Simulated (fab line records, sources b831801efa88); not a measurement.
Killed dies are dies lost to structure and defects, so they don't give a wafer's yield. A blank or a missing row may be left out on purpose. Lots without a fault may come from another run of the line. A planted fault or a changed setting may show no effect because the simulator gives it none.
Which tool did it? | flow sky130 | 24 lots, 72 wafers sampled, at 5 steps of a route of 708

WHAT THE GAUGES READ, wafer by wafer
SKY_VIA3_RS_MEAS_22: measures by four-point-probe.
lot  | measured     | on            | VIA3_W_RS (ohm/sq)
L074 | day 39 14:28 | film_metro-03 | 0.295 0.294 0.293
L075 | day 39 17:22 | film_metro-03 | 0.291 0.293 0.292
L076 | day 40 07:59 | film_metro-01 | 0.295 0.291 0.294
L077 | day 40 17:56 | film_metro-04 | 0.289 0.290 0.289
L078 | day 41 00:56 | film_metro-03 | 0.297 0.295 0.297
L079 | day 41 07:10 | film_metro-03 | 0.296 0.298 0.300
L080 | day 41 18:33 | film_metro-04 | 0.295 0.294 0.293
L081 | day 41 23:06 | film_metro-03 | 0.299 0.301 0.300
L082 | day 42 08:09 | film_metro-03 | 0.296 0.297 0.299
L083 | day 42 11:28 | film_metro-04 | 0.299 0.297 0.296
L084 | day 42 17:11 | film_metro-01 | 0.298 0.297 0.302
L086 | day 43 04:44 | film_metro-03 | 0.291 0.295 0.295
L085 | day 43 08:43 | film_metro-01 | 0.296 0.300 0.297
L087 | day 43 11:55 | film_metro-03 | 0.293 0.294 0.299
L088 | day 43 16:41 | film_metro-03 | 0.296 0.294 0.291
L089 | day 43 23:30 | film_metro-04 | 0.299 0.295 0.295
L090 | day 44 01:05 | film_metro-03 | 0.294 0.293 0.294
L091 | day 44 14:32 | film_metro-03 | 0.299 0.295 0.295
L092 | day 44 17:56 | film_metro-01 | 0.298 0.302 0.295
L093 | day 45 02:53 | film_metro-04 | 0.296 0.292 0.294
L094 | day 45 09:40 | film_metro-04 | 0.297 0.295 0.297
L095 | day 45 10:57 | film_metro-04 | 0.299 0.291 0.294
L096 | day 45 19:15 | film_metro-03 | 0.293 0.295 0.290
L097 | day 46 00:10 | film_metro-03 | 0.295 0.298 0.293

SKY_VIA4_OVL_MEAS_11.
lot  | measured     | on         | VIA4_OVL (nm)
L074 | day 42 17:35 | overlay-01 | 0.6 1.1 0.9
L075 | day 42 20:35 | overlay-02 | -1.2 -0.9 -0.8
L076 | day 43 09:41 | overlay-02 | -0.6 -2.8 -1.7
L077 | day 43 19:26 | overlay-01 | 0.6 0.2 0.8
L078 | day 44 00:13 | overlay-02 | -2.4 -2.9 -4.0
L079 | day 44 06:38 | overlay-02 | 0.7 -0.9 0.4
L080 | day 44 18:27 | overlay-02 | -1.2 0.1 1.0
L081 | day 44 21:40 | overlay-02 | -1.0 0.1 1.4
L082 | day 45 06:05 | overlay-01 | 1.3 0.4 -1.2
L083 | day 45 09:33 | overlay-01 | -1.0 -1.1 1.2
L084 | day 45 15:35 | overlay-01 | -1.0 -0.9 -1.9
L086 | day 46 01:11 | overlay-01 | -1.5 -0.6 -0.5
L085 | day 46 03:44 | overlay-01 | -0.3 1.7 0.7
L087 | day 46 07:53 | overlay-02 | -1.4 -0.2 -2.3
L088 | day 46 12:08 | overlay-02 | -0.8 0.1 -0.2
L089 | day 46 18:58 | overlay-02 | -1.3 -1.2 -1.4
L090 | day 46 20:08 | overlay-02 | -1.0 -2.5 -1.7
L091 | day 47 08:08 | overlay-02 | -1.2 -1.1 -0.8
L092 | day 47 10:47 | overlay-02 | -0.1 0.5 1.5
L093 | day 47 18:23 | overlay-02 | 0.2 -1.3 -0.3
L094 | day 48 00:47 | overlay-02 | 0.1 -0.5 -0.4
L095 | day 48 01:38 | overlay-02 | -1.6 -0.1 -0.1
L096 | day 48 10:38 | overlay-01 | 1.5 2.3 0.5
L097 | day 48 13:58 | overlay-01 | 0.4 0.6 1.6

WHICH TOOL RAN EACH LOT (tool, then ch and the chambers of the sampled wafers, then the start)
lot  | SKY_METAL4_SPUTTER_00        | SKY_CAP2M_METAL_ETCH_13           | SKY_VIA4_CMP_02
L074 | pvd_sputter-03, day 39 15:05 | rie_metal-01 ch 0,1, day 40 15:49 | cmp-02 ch 0,1,2, day 41 18:23
L075 | pvd_sputter-04, day 39 17:50 | rie_metal-02 ch 0,1, day 40 18:16 | cmp-02 ch 0,1,3, day 41 20:47
L076 | pvd_sputter-04, day 40 08:26 | rie_metal-02 ch 0,1, day 41 09:21 | cmp-02 ch 0,3, day 42 10:33
L077 | pvd_sputter-03, day 40 18:23 | rie_metal-01 ch 0,1, day 41 18:52 | cmp-02 ch 1,2,3, day 42 20:27
L078 | pvd_sputter-02, day 41 01:25 | rie_metal-03 ch 0, day 42 01:15   | cmp-01 ch 0,2,3, day 43 02:11
L079 | pvd_sputter-02, day 41 07:54 | rie_metal-02 ch 0,1, day 42 07:10 | cmp-02 ch 0,1, day 43 08:11
L080 | pvd_sputter-02, day 41 19:35 | rie_metal-03 ch 0,1, day 42 19:26 | cmp-02 ch 1,2, day 43 20:29
L081 | pvd_sputter-04, day 41 23:35 | rie_metal-02 ch 0,1, day 42 23:00 | cmp-01 ch 0,1,2, day 43 23:53
L082 | pvd_sputter-04, day 42 08:38 | rie_metal-03 ch 0,1, day 43 08:19 | cmp-02 ch 0,1, day 44 08:13
L083 | pvd_sputter-03, day 42 11:53 | rie_metal-01 ch 0,1, day 43 10:51 | cmp-01 ch 0,1, day 44 11:18
L084 | pvd_sputter-02, day 42 17:38 | rie_metal-01 ch 0,1, day 43 16:36 | cmp-02 ch 1,2, day 44 17:45
L086 | pvd_sputter-04, day 43 05:13 | rie_metal-01 ch 0,1, day 44 03:55 | cmp-01 ch 1,3, day 45 04:18
L085 | pvd_sputter-04, day 43 09:10 | rie_metal-03 ch 0,1, day 44 07:17 | cmp-01 ch 0,3, day 45 06:50
L087 | pvd_sputter-03, day 43 12:23 | rie_metal-01 ch 0,1, day 44 10:51 | cmp-02 ch 0,1, day 45 10:56
L088 | pvd_sputter-04, day 43 17:07 | rie_metal-01 ch 0,1, day 44 15:41 | cmp-01 ch 0,1,2, day 45 15:29
L089 | pvd_sputter-04, day 43 23:59 | rie_metal-03 ch 0,1, day 44 23:31 | cmp-01 ch 0,1,2, day 45 22:29
L090 | pvd_sputter-04, day 44 01:33 | rie_metal-02 ch 0,1, day 45 00:07 | cmp-02 ch 0,2,3, day 45 23:11
L091 | pvd_sputter-04, day 44 14:59 | rie_metal-03 ch 0,1, day 45 12:39 | cmp-02 ch 0,1,2, day 46 11:46
L092 | pvd_sputter-04, day 44 18:24 | rie_metal-01 ch 0,1, day 45 16:12 | cmp-01 ch 0,2, day 46 15:09
L093 | pvd_sputter-04, day 45 03:20 | rie_metal-03 ch 0,1, day 46 00:43 | cmp-02 ch 0,1,3, day 46 22:35
L094 | pvd_sputter-04, day 45 10:11 | rie_metal-01 ch 0,1, day 46 06:58 | cmp-01 ch 0,1,2, day 47 05:23
L095 | pvd_sputter-03, day 45 11:50 | rie_metal-02 ch 0,1, day 46 08:24 | cmp-01 ch 0,1, day 47 06:33
L096 | pvd_sputter-02, day 45 19:43 | rie_metal-03 ch 0,1, day 46 16:30 | cmp-01 ch 0,1,2, day 47 15:28
L097 | pvd_sputter-04, day 46 00:38 | rie_metal-03 ch 0,1, day 46 20:49 | cmp-01 ch 1,2,3, day 47 18:45
- SKY_METAL4_SPUTTER_00: material Ti, target thk 15 nm, time 10 s.
- SKY_CAP2M_METAL_ETCH_13: etches TiN in Cl2/BCl3, stops on SiO2, target depth 220 nm, time 62.9 s.
- SKY_VIA4_CMP_02: polishes SiO2.

WHAT THE TOOLS THEMSELVES READ (means of the sampled wafers that have a number; where no wafer has one, the mark that the record gives instead)
SKY_METAL4_SPUTTER_00.
lot  | tool           | cathode_dc_power_W (W) | throttle_valve_pct (%)
L074 | pvd_sputter-03 | 2999.9                 | 29.8
L075 | pvd_sputter-04 | 3000.1                 | 31.6
L076 | pvd_sputter-04 | 2999.5                 | 30.2
L077 | pvd_sputter-03 | 3000.0                 | 29.6
L078 | pvd_sputter-02 | 2999.8                 | 29.7
L079 | pvd_sputter-02 | 3000.8                 | 29.9
L080 | pvd_sputter-02 | 2999.9                 | 29.4
L081 | pvd_sputter-04 | 3000.4                 | 29.7
L082 | pvd_sputter-04 | 3000.0                 | 30.4
L083 | pvd_sputter-03 | 3000.2                 | 28.6
L084 | pvd_sputter-02 | 2999.9                 | 29.1
L086 | pvd_sputter-04 | 3000.4                 | 30.3
L085 | pvd_sputter-04 | 2999.7                 | 29.6
L087 | pvd_sputter-03 | 3000.2                 | 29.6
L088 | pvd_sputter-04 | 2999.7                 | 31.1
L089 | pvd_sputter-04 | 3000.1                 | 30.7
L090 | pvd_sputter-04 | 2999.9                 | 29.9
L091 | pvd_sputter-04 | 3000.0                 | 31.5
L092 | pvd_sputter-04 | 3000.5                 | 29.4
L093 | pvd_sputter-04 | 3000.2                 | 30.3
L094 | pvd_sputter-04 | 2999.5                 | 30.7
L095 | pvd_sputter-03 | 2999.9                 | 28.8
L096 | pvd_sputter-02 | 3000.2                 | 29.3
L097 | pvd_sputter-04 | 3000.1                 | 30.6

SKY_CAP2M_METAL_ETCH_13.
lot  | tool         | drypump_motor_current_A (A) | oes_product_au (a.u.) | throttle_valve_pct (%)
L074 | rie_metal-01 | 5.9                         | 0.957                 | 21.893
L075 | rie_metal-02 | 5.3                         | 0.936                 | 21.903
L076 | rie_metal-02 | 5.6                         | 0.942                 | 21.899
L077 | rie_metal-01 | 5.9                         | 0.947                 | 21.890
L078 | rie_metal-03 | 5.6                         | 0.957                 | 21.890
L079 | rie_metal-02 | 5.6                         | 0.937                 | 21.902
L080 | rie_metal-03 | 5.2                         | 0.943                 | 21.893
L081 | rie_metal-02 | 5.3                         | 0.934                 | 21.907
L082 | rie_metal-03 | 5.4                         | 0.939                 | 21.905
L083 | rie_metal-01 | 6.1                         | 0.940                 | 21.907
L084 | rie_metal-01 | 6.1                         | 0.938                 | 21.899
L086 | rie_metal-01 | 5.9                         | 0.934                 | 21.907
L085 | rie_metal-03 | 5.2                         | 0.931                 | 21.912
L087 | rie_metal-01 | 6.0                         | 0.940                 | 21.905
L088 | rie_metal-01 | 5.9                         | 0.944                 | 21.898
L089 | rie_metal-03 | 5.4                         | 0.943                 | 21.902
L090 | rie_metal-02 | 5.6                         | 0.946                 | 21.905
L091 | rie_metal-03 | 5.2                         | 0.950                 | 21.898
L092 | rie_metal-01 | 6.1                         | 0.939                 | 21.910
L093 | rie_metal-03 | 5.4                         | 0.945                 | 21.894
L094 | rie_metal-01 | 6.1                         | 0.942                 | 21.907
L095 | rie_metal-02 | 5.3                         | 0.952                 | 21.899
L096 | rie_metal-03 | 5.2                         | 0.938                 | 21.906
L097 | rie_metal-03 | 5.2                         | 0.942                 | 21.902

SKY_VIA4_CMP_02.
lot  | tool   | motor_current_A (A)
L074 | cmp-02 | 12.6
L075 | cmp-02 | 12.9
L076 | cmp-02 | 12.5
L077 | cmp-02 | 12.9
L078 | cmp-01 | 12.4
L079 | cmp-02 | 12.2
L080 | cmp-02 | 12.2
L081 | cmp-01 | 14.0
L082 | cmp-02 | 12.2
L083 | cmp-01 | 14.6
L084 | cmp-02 | 13.0
L086 | cmp-01 | 12.3
L085 | cmp-01 | 12.7
L087 | cmp-02 | 12.0
L088 | cmp-01 | 13.9
L089 | cmp-01 | 13.7
L090 | cmp-02 | 13.2
L091 | cmp-02 | 13.0
L092 | cmp-01 | 12.7
L093 | cmp-02 | 12.5
L094 | cmp-01 | 14.1
L095 | cmp-01 | 15.1
L096 | cmp-01 | 13.9
L097 | cmp-01 | 13.2

THE ANSWER, worked out from the rows above alone
Rule: what is usual is taken from the lots themselves. Put in order of their means at a reading, lots are off if they are a third of the lots or fewer, leave a main group of 4 or more, and stand apart from it by a gap of 3 or more times the standard deviation of the main group's means; of several such gaps the widest counts. A main group whose means are all the same, to the digits that the tables above print for the reading, isn't used. A lot without any number at a reading at which 4 lots or more have one is off too. The other lots that the step has rows for count as sound. The gauges are gone through in route order, then the tools' own readings, and for those a lot's mean is taken as printed above. The first step at which some lot is off is used, and at that step the reading that is off furthest; a lot without a number counts as furthest.
No lot is off at any reading shown: from this, nothing can be told.

WHAT THE SIMULATOR HAD PUT IN
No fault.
